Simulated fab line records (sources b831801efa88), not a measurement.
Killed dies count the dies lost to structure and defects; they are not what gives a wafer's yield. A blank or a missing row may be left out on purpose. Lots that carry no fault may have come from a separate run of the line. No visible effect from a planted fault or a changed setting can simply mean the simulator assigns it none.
Split-lot study || flow sky130 || on a route of 708 steps: 5 lots, 23 wafers read

## ABOUT THE SPLIT
At SKY_VT_ADJUST_HVTR_STRIP_10 (strips in O2/N2), the setting power_w was moved away from the recipe's 1400 W on 4 of the 23 wafers read, by -10.5% to +10.1%. All remaining wafers had this setting at the recipe value.

The reading is taken at the split's own step.

## THE READING
oes_product_au, in a.u., at SKY_VT_ADJUST_HVTR_STRIP_10 (strips in O2/N2). On this fab line, fault-free wafers typically give 0.716 a.u. with a standard deviation of 0.0049 a.u.

{"wafer": "L076.1", "tool, chamber at the split": "plasma_asher-01, 1", "power_w as run, W": 1400, "against the recipe": "recipe", "oes_product_au, a.u.": 0.719, "against lot-mates on the recipe": "-"}
{"wafer": "L076.2", "tool, chamber at the split": "plasma_asher-01, 0", "power_w as run, W": 1400, "against the recipe": "recipe", "oes_product_au, a.u.": 0.718, "against lot-mates on the recipe": "-"}
{"wafer": "L076.3", "tool, chamber at the split": "plasma_asher-01, 1", "power_w as run, W": 1400, "against the recipe": "recipe", "oes_product_au, a.u.": 0.704, "against lot-mates on the recipe": "-"}
{"wafer": "L076.5", "tool, chamber at the split": "plasma_asher-01, 0", "power_w as run, W": 1400, "against the recipe": "recipe", "oes_product_au, a.u.": 0.709, "against lot-mates on the recipe": "-"}
{"wafer": "L076.6", "tool, chamber at the split": "plasma_asher-01, 1", "power_w as run, W": 1400, "against the recipe": "recipe", "oes_product_au, a.u.": 0.712, "against lot-mates on the recipe": "-"}
{"wafer": "L080.1", "tool, chamber at the split": "plasma_asher-01, 0", "power_w as run, W": 1541, "against the recipe": "+10.1%", "oes_product_au, a.u.": 0.747, "against lot-mates on the recipe": "+0.035"}
{"wafer": "L080.3", "tool, chamber at the split": "plasma_asher-01, 0", "power_w as run, W": 1400, "against the recipe": "recipe", "oes_product_au, a.u.": 0.710, "against lot-mates on the recipe": "-"}
{"wafer": "L080.4", "tool, chamber at the split": "plasma_asher-01, 1", "power_w as run, W": 1400, "against the recipe": "recipe", "oes_product_au, a.u.": 0.710, "against lot-mates on the recipe": "-"}
{"wafer": "L080.5", "tool, chamber at the split": "plasma_asher-01, 0", "power_w as run, W": 1400, "against the recipe": "recipe", "oes_product_au, a.u.": 0.717, "against lot-mates on the recipe": "-"}
{"wafer": "L080.6", "tool, chamber at the split": "plasma_asher-01, 1", "power_w as run, W": 1541, "against the recipe": "+10.1%", "oes_product_au, a.u.": 0.759, "against lot-mates on the recipe": "+0.047"}
{"wafer": "L082.1", "tool, chamber at the split": "plasma_asher-03, 0", "power_w as run, W": 1400, "against the recipe": "recipe", "oes_product_au, a.u.": 0.720, "against lot-mates on the recipe": "-"}
{"wafer": "L082.2", "tool, chamber at the split": "plasma_asher-03, 1", "power_w as run, W": 1400, "against the recipe": "recipe", "oes_product_au, a.u.": 0.721, "against lot-mates on the recipe": "-"}
{"wafer": "L082.3", "tool, chamber at the split": "plasma_asher-03, 0", "power_w as run, W": 1400, "against the recipe": "recipe", "oes_product_au, a.u.": 0.715, "against lot-mates on the recipe": "-"}
{"wafer": "L082.5", "tool, chamber at the split": "plasma_asher-03, 1", "power_w as run, W": 1400, "against the recipe": "recipe", "oes_product_au, a.u.": 0.718, "against lot-mates on the recipe": "-"}
{"wafer": "L082.6", "tool, chamber at the split": "plasma_asher-03, 0", "power_w as run, W": 1400, "against the recipe": "recipe", "oes_product_au, a.u.": 0.719, "against lot-mates on the recipe": "-"}
{"wafer": "L083.4", "tool, chamber at the split": "plasma_asher-01, 0", "power_w as run, W": 1400, "against the recipe": "recipe", "oes_product_au, a.u.": 0.710, "against lot-mates on the recipe": "-"}
{"wafer": "L083.5", "tool, chamber at the split": "plasma_asher-01, 1", "power_w as run, W": 1400, "against the recipe": "recipe", "oes_product_au, a.u.": 0.719, "against lot-mates on the recipe": "-"}
{"wafer": "L083.6", "tool, chamber at the split": "plasma_asher-01, 0", "power_w as run, W": 1400, "against the recipe": "recipe", "oes_product_au, a.u.": 0.722, "against lot-mates on the recipe": "-"}
{"wafer": "L085.2", "tool, chamber at the split": "plasma_asher-01, 1", "power_w as run, W": 1253, "against the recipe": "-10.5%", "oes_product_au, a.u.": 0.678, "against lot-mates on the recipe": -0.038}
{"wafer": "L085.3", "tool, chamber at the split": "plasma_asher-01, 1", "power_w as run, W": 1400, "against the recipe": "recipe", "oes_product_au, a.u.": 0.716, "against lot-mates on the recipe": "-"}
{"wafer": "L085.4", "tool, chamber at the split": "plasma_asher-01, 0", "power_w as run, W": 1253, "against the recipe": "-10.5%", "oes_product_au, a.u.": 0.687, "against lot-mates on the recipe": -0.029}
{"wafer": "L085.5", "tool, chamber at the split": "plasma_asher-01, 1", "power_w as run, W": 1400, "against the recipe": "recipe", "oes_product_au, a.u.": 0.719, "against lot-mates on the recipe": "-"}
{"wafer": "L085.6", "tool, chamber at the split": "plasma_asher-01, 0", "power_w as run, W": 1400, "against the recipe": "recipe", "oes_product_au, a.u.": 0.712, "against lot-mates on the recipe": "-"}

THE FIT
A straight line over all 23 wafers: oes_product_au changes by +0.00342 a.u. for each +1% of power_w; r = +0.95; the points scatter about the line by 0.0053 a.u.
The same after taking each lot's own level away (the mean of its wafers on the recipe; 23 wafers): +0.00358 a.u. for each +1%; r = +0.96; scatter 0.0048 a.u.
According to that fit, moving power_w by its largest amount changes the reading by 0.038 a.u.
The lots' own levels span 0.7123 to 0.7186 a.u., that is 1.3 times the standard deviation above.
So the lot-to-lot level changes the slope little: the two slopes agree.
Check: -0.0365 a.u. against its lot-mates is what the line predicts for one of the wafers moved furthest among these (-10.5%) when that wafer is left out of the fit. It came out at -0.0377 a.u. against them.
Tool readings at the split's step, against how far the setting was moved: oes_product_au r = +0.95; strip_time_to_endpoint_s r = -0.94.

## ADDITIONAL SPLITS CARRIED BY THESE WAFERS
These wafers also went through other splits before the reading. Each is held against what the fit with the lots' levels taken away leaves over:
{"other split on the same wafers": "SKY_VT_ADJUST_NCORE_DEVELOP_06 develop_time_s", "wafers away from the commonest value": 9, "r with oes_product_au (lot level and that fit taken away)": -0.35}
{"other split on the same wafers": "SKY_VT_ADJUST_HVTR_COAT_02 resist_thk_nm", "wafers away from the commonest value": 8, "r with oes_product_au (lot level and that fit taken away)": -0.37}

## THE WHOLE CHAIN: every reading that the file lists as answering this split, in the file's order
{"step": "SKY_VT_ADJUST_HVTR_STRIP_10", "what it does": "strips in O2/N2", "reading": "oes_product_au", "change (the file's fit)": "+0.00356 a.u. for each +1% of the setting", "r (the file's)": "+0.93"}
{"step": "SKY_VT_ADJUST_HVTR_STRIP_10", "what it does": "strips in O2/N2", "reading": "strip_time_to_endpoint_s", "change (the file's fit)": "withheld for each +1% of the setting", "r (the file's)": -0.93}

## FILE'S OWN FIT
oes_product_au changes by +0.00356 a.u. for each +1% of power_w, r = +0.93.
